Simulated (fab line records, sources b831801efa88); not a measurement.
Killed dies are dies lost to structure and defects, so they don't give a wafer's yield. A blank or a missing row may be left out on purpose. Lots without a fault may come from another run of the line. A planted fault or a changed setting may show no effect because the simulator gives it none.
Chamber matching | flow sky130 | SKY_FIELD_ISO_ETCH_15 on rie_diel-01: 4 sister chambers
The step etches the open film in CHF3/O2, stops on Si, target depth 180 nm, time 72 s. 6 wafers are shown with their chamber, then 7 later ones without.

WAFERS WITH THEIR CHAMBER
wafer  | chamber | drypump_motor_current_A (A) | throttle_valve_pct (%)
L692.5 | 2       | 5.2                         | 8.850
L696.2 | 0       | 5.4                         | 8.828
L696.4 | 3       | 5.5                         | 8.836
L696.5 | 1       | 6.4                         | 8.842
L703.1 | 3       | 5.6                         | 8.846
L703.2 | 1       | 6.4                         | 8.839

WAFERS WITHOUT THEIR CHAMBER
wafer  | drypump_motor_current_A (A) | throttle_valve_pct (%)
L703.4 | 5.4                         | 8.852
L705.2 | 5.4                         | 8.840
L705.3 | 5.3                         | 8.848
L705.5 | 5.3                         | 8.855
L707.1 | 5.6                         | 8.846
L707.4 | 6.3                         | 8.852
L707.5 | 5.4                         | 8.852

WHICH CHAMBER EACH WENT THROUGH
wafer  | from the rows above          | in truth
L703.4 | can't be placed: 3 or 2 or 0 | 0
L705.2 | can't be placed: 0 or 3      | 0
L705.3 | 2                            | 2
L705.5 | 2                            | 2
L707.1 | 3                            | 3
L707.4 | 1                            | 1
L707.5 | can't be placed: 3 or 2 or 0 | 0
Placed correctly: 4 of 7. Can't be placed from these rows: 3 (the true chamber is among the candidates in 3). Placed wrongly: 0.
How it was worked out, from the rows above alone: a wafer's distance from a chamber is the root of the sum, over the readings, of the square of ((its reading less the chamber's mean) divided by the reading's scatter). The wafer belongs to the nearest chamber; if the next one is less than 2 further off, it can't be placed. A chamber's mean is the mean of its shown wafers. The scatter: the root of (the sum of the squares of (reading less its chamber's mean) over the shown wafers, divided by (wafers less chambers)).
